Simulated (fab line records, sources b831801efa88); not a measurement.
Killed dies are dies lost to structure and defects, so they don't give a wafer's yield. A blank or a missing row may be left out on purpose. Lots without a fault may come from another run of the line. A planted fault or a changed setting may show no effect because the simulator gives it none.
Chamber matching | flow sky130 | SKY_FIELD_ISO_CMP_27 on cmp-02: 4 sister chambers
The step polishes, stops on Si3N4, t overpolish 16 s, target thk 457.8 nm. 4 wafers are shown with their chamber, then 10 later ones without.

WAFERS WITH THEIR CHAMBER
wafer  | chamber | motor_current_A (A)
L571.3 | 3       | 12.8
L571.5 | 0       | 11.7
L575.4 | 1       | 10.4
L575.5 | 2       | 11.8

WAFERS WITHOUT THEIR CHAMBER
wafer  | motor_current_A (A)
L575.6 | 12.9
L576.1 | 10.0
L576.2 | 12.8
L576.3 | 11.4
L577.2 | 11.8
L577.3 | 12.7
L577.5 | 11.4
L578.2 | 11.6
L578.3 | 10.9
L578.6 | 10.5

WHICH CHAMBER EACH WENT THROUGH
wafer  | from the rows above          | in truth
L575.6 | 3                            | 3
L576.1 | 1                            | 1
L576.2 | 3                            | 3
L576.3 | can't be placed: 0 or 2      | 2
L577.2 | can't be placed: 2 or 0      | 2
L577.3 | 3                            | 3
L577.5 | can't be placed: 0 or 2      | 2
L578.2 | can't be placed: 0 or 2      | 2
L578.3 | can't be placed: 1 or 0 or 2 | 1
L578.6 | 1                            | 1
Placed correctly: 5 of 10. Can't be placed from these rows: 5 (the true chamber is among the candidates in 5). Placed wrongly: 0.
How it was worked out, from the rows above alone: a wafer's distance from a chamber is the root of the sum, over the readings, of the square of ((its reading less the chamber's mean) divided by the reading's scatter). The wafer belongs to the nearest chamber; if the next one is less than 2 further off, it can't be placed. A chamber's mean is the mean of its shown wafers. The scatter: with one shown wafer a chamber, the root of the mean of the squares of how far each hidden wafer lies from its nearest shown one.
